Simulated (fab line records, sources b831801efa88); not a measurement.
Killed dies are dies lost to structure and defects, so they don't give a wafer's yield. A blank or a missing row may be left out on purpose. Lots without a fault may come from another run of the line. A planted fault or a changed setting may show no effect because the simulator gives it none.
Chamber matching | flow sky130 | SKY_FIELD_ISO_CMP_27 on cmp-01: 4 sister chambers
The step polishes, stops on Si3N4, t overpolish 16 s, target thk 457.8 nm. 15 wafers are shown with their chamber, then 7 later ones without.

WAFERS WITH THEIR CHAMBER
wafer  | chamber | motor_current_A (A) | time_to_endpoint_s (s) | retaining_ring_pressure_frac
L831.2 | 1       | 13.2                | 109                    | 1.003
L831.5 | 1       | 12.7                | 112                    | 1.003
L831.6 | 0       | 13.3                | 113                    | 0.997
L832.2 | 0       | 13.8                | 109                    | 1.003
L832.3 | 1       | 11.9                | 112                    | 1.005
L832.6 | 3       | 12.7                | 106                    | 0.993
L833.1 | 1       | 12.1                | 112                    | 1.004
L833.3 | 0       | 14.9                | 108                    | 1.004
L833.6 | 1       | 12.3                | 110                    | 1.005
L834.2 | 2       | 13.3                | 107                    | 1.000
L834.4 | 0       | 14.2                | 109                    | 0.995
L834.5 | 3       | 12.7                | 108                    | 1.003
L838.1 | 1       | 13.1                | 108                    | 0.998
L838.3 | 3       | 12.5                | 108                    | 1.004
L838.4 | 2       | 12.9                | 106                    | 0.999

SIGNATURES (means of the wafers above)
reading                      | chamber 0 | chamber 1 | chamber 2 | chamber 3 | scatter within a chamber
motor_current_A              | 14.050    | 12.550    | 13.100    | 12.633    | 0.514
time_to_endpoint_s           | 109.75    | 110.50    | 106.50    | 107.33    | 1.74
retaining_ring_pressure_frac | 0.99975   | 1.00300   | 0.99950   | 1.00000   | 0.0039
Rule: a wafer's distance from a chamber is the root of the sum, over the readings, of the square of ((its reading less the chamber's mean) divided by the reading's scatter). The wafer belongs to the nearest chamber; if the next one is less than 2 further off, it can't be placed. The scatter: the root of (the sum of the squares of (reading less its chamber's mean) over the shown wafers, divided by (wafers less chambers)).

WAFERS WITHOUT THEIR CHAMBER
wafer  | motor_current_A (A) | time_to_endpoint_s (s) | retaining_ring_pressure_frac
L842.4 | 13.6                | 112                    | 0.995
L842.5 | 12.9                | 112                    | 1.009
L842.6 | 12.4                | 111                    | 1.003
L846.3 | 12.4                | 109                    | 1.000
L846.4 | 13.7                | 114                    | 0.996
L847.2 | 14.5                | 113                    | 0.991
L847.4 | 12.5                | 111                    | 0.999

WHICH CHAMBER EACH WENT THROUGH
wafer  | from the rows above               | in truth
L842.4 | can't be placed: 0 or 1 or 2 or 3 | 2
L842.5 | can't be placed: 1 or 0 or 3      | 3
L842.6 | can't be placed: 1 or 3           | 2
L846.3 | can't be placed: 3 or 1 or 2      | 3
L846.4 | can't be placed: 0 or 1 or 3 or 2 | 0
L847.2 | 0                                 | 0
L847.4 | can't be placed: 1 or 3 or 2      | 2
Placed correctly: 1 of 7. Can't be placed from these rows: 6 (the true chamber is among the candidates in 5). Placed wrongly: 0.
